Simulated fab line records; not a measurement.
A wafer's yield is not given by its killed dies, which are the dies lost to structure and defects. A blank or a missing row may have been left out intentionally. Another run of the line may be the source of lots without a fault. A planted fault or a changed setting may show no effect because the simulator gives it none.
Chamber matching | flow sky130 | SKY_CONTACT_CMP_27 on cmp-01: 4 sister chambers
The step polishes, stops on SiO2, t overpolish 15 s, target thk 0 nm. 4 wafers are shown with their chamber, then 9 later ones without.

== WAFERS, EACH WITH ITS CHAMBER ==
wafer  | chamber | motor-current-A (A)
L717.6 | 0       | 10.9
L719.3 | 1       | 9.8
L719.5 | 3       | 11.9
L719.6 | 2       | 11.0

== WAFERS WITHOUT THEIR CHAMBER ==
wafer  | motor-current-A (A)
L720.2 | 9.8
L720.3 | 13.2
L720.5 | 11.0
L721.2 | 11.3
L721.3 | 10.0
L721.6 | 11.4
L725.1 | 12.1
L725.5 | 10.7
L725.6 | 9.3

== EACH ONE'S CHAMBER ==
wafer  | from the rows above               | in truth
L720.2 | 1                                 | 1
L720.3 | can't be placed: 3 or 2 or 0      | 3
L720.5 | can't be placed: 2 or 0 or 3      | 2
L721.2 | can't be placed: 2 or 0 or 3      | 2
L721.3 | can't be placed: 1 or 0 or 2      | 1
L721.6 | can't be placed: 2 or 0 or 3      | 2
L725.1 | can't be placed: 3 or 2 or 0      | 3
L725.5 | can't be placed: 0 or 2 or 1 or 3 | 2
L725.6 | 1                                 | 1
Correctly placed: 2 of 9. Cannot be placed on the basis of these rows: 7; the candidates contain the true chamber in 7. 0 placed wrongly.
How it was worked out, from the rows above alone: a wafer's distance from a chamber is the root of the sum, over the readings, of the square of ((its reading less the chamber's mean) divided by the reading's scatter). The wafer belongs to the nearest chamber; if the next one is less than 2 further off, it can't be placed. Each chamber's mean is taken over the wafers shown for it. The scatter (one wafer shown for each chamber): square how far every hidden wafer sits from the nearest shown wafer, average those squares and take the square root.
